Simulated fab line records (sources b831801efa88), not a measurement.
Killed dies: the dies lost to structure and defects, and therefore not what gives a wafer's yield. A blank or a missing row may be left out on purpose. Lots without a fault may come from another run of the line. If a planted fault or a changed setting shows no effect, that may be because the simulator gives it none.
Struck lot and sound lot, side by side + flow sky130 + 34 steps out of a route of 708
Sound: wafers L280.2, L280.4, L280.6. The struck wafers were L269.2, L269.3, L269.6. At the end, the cause is stated.
Per side, at each step with rows, come the tool, then ch with its chambers, and then its first start. Under that, the readings that differ: sound wafers + struck wafers + difference of the means + sigmas: that difference in standard deviations of wafers without a fault.
alike: readings whose means differ by less than 2 such deviations, and words and numbers that are the same on both sides. not compared: withheld readings, readings that some wafer has no value for, bounds like >300 that may hide the same value, and numbers for which the record gives no deviation and whose values overlap.
The two part at a step that has a row with sigmas, a row that says differs or no value, or rows on one side only. Non-overlapping numbers with no deviation appear without sigmas and do not part them. Lack of a reading on every wafer of one side parts them only where that side has two or more wafers.

first, 9 steps without rows for these wafers: SKY_METAL2_DEVELOP_14 (develop time 60 s); SKY_METAL2_DESCUM_17 (chemistry O2, time 8 s); SKY_METAL2_ETCH_18 (etches BARC in N2/H2, stops on SiO2, time 45.9 s, target depth 60 nm); SKY_METAL2_METAL_ETCH_19 (etches the open film in Cl2/BCl3, stops on SiO2, target depth 360 nm, time 78 s); SKY_METAL2_STRIP_20 (strips in O2/N2); SKY_METAL2_STRIP_21 (strips in post etch residue remover, time 1200 s); SKY_METAL2_CLEAN_22 (cleans in IPA, time 180 s); SKY_METAL2_CLEAN_23 (cleans in O3/DIW); SKY_VIA2_HDPCVD_00 (deposits SiO2, target thk 1180 nm, time 196.7 s).
SKY_VIA2_CMP_02: polishes SiO2.
  sound on cmp-01 ch 0,1,2, day 40 18:40; struck on cmp-02 ch 1,2,3, day 37 17:19
| reading                                  | sound             | struck          | difference | sigmas |
|------------------------------------------|-------------------|-----------------|------------|--------|
| model.SiO2_of_VIA2_HDPCVD_00.thk_nm (nm) | 495.3 494.9 493.6 | 444 444.2 444.3 | -50        |        |
  alike: head_pressure_psi, motor_current_A
then, 9 steps without rows for these wafers: SKY_VIA2_DEHYDRATE_04 (time 60 s); SKY_VIA2_HMDS_05 (prime time 60 s); SKY_VIA2_COAT_06 (resist thk 60 nm); SKY_VIA2_COAT_07 (resist thk 450 nm); SKY_VIA2_SOFTBAKE_08 (time 90 s); SKY_VIA2_EXPOSE_09 (exposes mask VIM2, target cd 200 nm); SKY_VIA2_PEB_10; SKY_VIA2_DEVELOP_11 (develop time 58.6 s); SKY_VIA2_ETCH_14 (etches BARC in N2/H2, stops on SiO2, time 45.9 s, target depth 60 nm).
SKY_VIA2_ETCH_15: etches SiO2 in C4F8/O2/Ar, stops on TiN, target depth 546 nm, time 84 s.
  sound on rie_diel-04 ch 0,1,2, day 41 19:14; struck on rie_diel-03 ch 1,2,3, day 38 20:13
| reading                          | sound             | struck            | difference | sigmas |
|----------------------------------|-------------------|-------------------|------------|--------|
| oes_product_au (a.u.)            | 0.936 0.946 0.948 | 0.887 0.887 0.883 | -0.058     | -12    |
| model.etch.depth_nm (nm)         | 495.3 494.9 493.6 | 444 444.2 444.3   | -50        |        |
| model.VIA2.feature_depth_nm (nm) | 495.3 494.9 493.6 | 444 444.2 444.3   | -50        |        |
then, 13 steps without rows for these wafers: SKY_VIA2_STRIP_16 (strips in O2/N2); SKY_VIA2_STRIP_17 (strips in post etch residue remover, time 1200 s); SKY_VIA2_CLEAN_18 (cleans in IPA, time 180 s); SKY_VIA2_CLEAN_19 (cleans in O3/DIW); SKY_VIA2_SPUTTER_20 (material TiN, target thk 20 nm, time 80 s); SKY_VIA2_CVD_21 (deposits W, target thk 420 nm, time 126.4 s); SKY_VIA2_CMP_24 (polishes, stops on SiO2, t overpolish 20 s, target thk 0 nm); SKY_METAL3_SPUTTER_00 (material Ti, target thk 15 nm, time 10 s); SKY_METAL3_SPUTTER_01 (material TiN, target thk 20 nm, time 16.7 s); SKY_METAL3_SPUTTER_02 (material AlCu, target thk 735 nm, time 37.31 s); SKY_METAL3_SPUTTER_03 (material Ti, target thk 5 nm, time 3.3 s); SKY_METAL3_SPUTTER_04 (material TiN, target thk 70 nm, time 58.3 s); SKY_CAPM_CVD_00 (deposits SiO2, target thk 15.5 nm).
-- the record jumps here: 2 days lie between the struck wafers' starts before and after (it left off in module CAPM and takes up again in module METAL3, whose first step shown is number 532 of the route) --
SKY_METAL3_METAL_ETCH_18: etches the open film in Cl2/BCl3, stops on SiO2, target depth 845 nm, time 183.1 s.
  sound on rie_metal-03 ch 0,1, day 43 20:31; struck on rie_metal-02 ch 0,1, day 40 23:20
| reading                                  | sound             | struck            | difference | sigmas |
|------------------------------------------|-------------------|-------------------|------------|--------|
| model.SiO2_of_VIA2_HDPCVD_00.thk_nm (nm) | 464.9 465.4 463.3 | 414.2 414.4 414.4 | -50.2      |        |
  alike: drypump_motor_current_A, oes_product_au, throttle_valve_pct
  not compared: rf_hours_counter_h

## WHERE THEY PART
Within this record, at SKY_VIA2_ETCH_15 only. Later steps at which nothing parts them and some readings are alike: SKY_METAL3_METAL_ETCH_18.

WHY: what had been put in by the simulator
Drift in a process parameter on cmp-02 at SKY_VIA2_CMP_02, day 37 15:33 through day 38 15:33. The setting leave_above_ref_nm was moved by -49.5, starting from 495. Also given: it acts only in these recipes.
